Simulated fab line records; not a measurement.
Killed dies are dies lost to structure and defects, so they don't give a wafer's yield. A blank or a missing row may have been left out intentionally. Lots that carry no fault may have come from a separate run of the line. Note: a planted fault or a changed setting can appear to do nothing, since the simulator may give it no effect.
Which tool was responsible? -- flow sky130 -- 18 wafers sampled from 6 lots at 1 step of a route of 708

WHAT THE GAUGES READ, wafer by wafer
SKY_VT_ADJUST_HVTR_OVL_MEAS_08.
lot,measured,on,VT_ADJUST_HVTR_OVL (nm)
L991,day 9 15:54,overlay-01,0.5 1.2 -0.3
L994,day 10 16:23,overlay-01,-4.0 -3.0 -3.1
L996,day 11 03:28,overlay-02,1.3 -0.1 0.7
L101,day 13 01:20,overlay-02,-0.2 -1.5 -0.5
L106,day 14 05:10,overlay-02,0.6 1.8 1.8
L110,day 15 09:40,overlay-01,-2.4 -1.8 -1.5

WHICH TOOL RAN EACH LOT (tool, then ch and the chambers of the sampled wafers, then the start)
There is no process step in the record ahead of these readings.

THE ANSWER, worked out from the rows above alone
Rule: the usual values come from the lots themselves. The widest of any qualifying gaps counts: lots, ordered by their means at a reading, are off when they make up no more than a third of the lots, leave a main group of 4 or more, and stand apart from it by 3 or more times the standard deviation of that group's means. A main group whose means are all the same, to the digits that the tables above print for the reading, isn't used. Also off: a lot with no number at a reading for which 4 or more lots have one. All remaining lots with rows at the step are treated as sound.
Nothing can be told from this: no lot is off at any reading shown.

WHAT HAD BEEN PUT IN BY THE SIMULATOR
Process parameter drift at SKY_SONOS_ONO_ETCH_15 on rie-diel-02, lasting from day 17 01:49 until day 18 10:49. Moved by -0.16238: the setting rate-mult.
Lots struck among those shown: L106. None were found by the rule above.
